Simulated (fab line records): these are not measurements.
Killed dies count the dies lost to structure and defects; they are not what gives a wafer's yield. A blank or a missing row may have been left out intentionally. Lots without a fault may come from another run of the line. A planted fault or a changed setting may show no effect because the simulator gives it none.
What tool caused it? / flow gf180mcu / Sampling: 6 lots, 18 wafers, 3 of 602 route steps

== WHAT EACH GAUGE READ, for each wafer ==
GF_V4_BOW_MEAS_05.
lot=L552; measured=day 23 11:51; on=film-metro-03; V4_BOW (um)=140 140 140
lot=L557; measured=day 25 15:46; on=film-metro-03; V4_BOW (um)=127 139 140
lot=L566; measured=day 28 14:38; on=film-metro-04; V4_BOW (um)=134 128 135
lot=L568; measured=day 28 22:25; on=film-metro-04; V4_BOW (um)=132 133 129
lot=L570; measured=day 29 12:59; on=film-metro-04; V4_BOW (um)=140 126 141
lot=L573; measured=day 30 10:38; on=film-metro-03; V4_BOW (um)=129 136 137

== WHICH TOOL RAN EACH LOT (tool, then ch and the chambers of the sampled wafers, then the start) ==
lot=L552; GF_V2_COAT_09=litho-track-02 ch 0, day 19 19:00; GF_V2_STRIP_18=plasma-asher-02 ch 0,1, day 20 07:42
lot=L557; GF_V2_COAT_09=litho-track-03 ch 0, day 22 02:00; GF_V2_STRIP_18=plasma-asher-01 ch 0,1, day 22 14:37
lot=L566; GF_V2_COAT_09=litho-track-03 ch 0, day 25 08:00; GF_V2_STRIP_18=plasma-asher-01 ch 0,1, day 25 19:45
lot=L568; GF_V2_COAT_09=litho-track-03 ch 0, day 25 18:00; GF_V2_STRIP_18=plasma-asher-03 ch 0,1, day 26 04:50
lot=L570; GF_V2_COAT_09=litho-track-04 ch 0, day 26 10:00; GF_V2_STRIP_18=plasma-asher-03 ch 0,1, day 26 21:26
lot=L573; GF_V2_COAT_09=litho-track-04 ch 0, day 27 10:00; GF_V2_STRIP_18=plasma-asher-01 ch 0,1, day 27 20:54
- GF_V2_COAT_09: resist thk 1000 nm.
- GF_V2_STRIP_18: strips in O2/N2.

== THE ANSWER, worked out from the rows above alone ==
Rule: the lots themselves supply what counts as usual. The widest of any qualifying gaps counts: lots, ordered by their means at a reading, are off when they make up no more than a third of the lots, leave a main group of 4 or more, and stand apart from it by 3 or more times the standard deviation of that group's means. A main group is skipped when, at the precision printed for the reading in the tables above, its means are all equal. Also off: a lot with no number at a reading for which 4 or more lots have one. Where the step has rows for the other lots, those lots are counted as sound.
No lot is off at any reading shown: from this, nothing can be told.

== WHAT THE SIMULATOR PUT IN ==
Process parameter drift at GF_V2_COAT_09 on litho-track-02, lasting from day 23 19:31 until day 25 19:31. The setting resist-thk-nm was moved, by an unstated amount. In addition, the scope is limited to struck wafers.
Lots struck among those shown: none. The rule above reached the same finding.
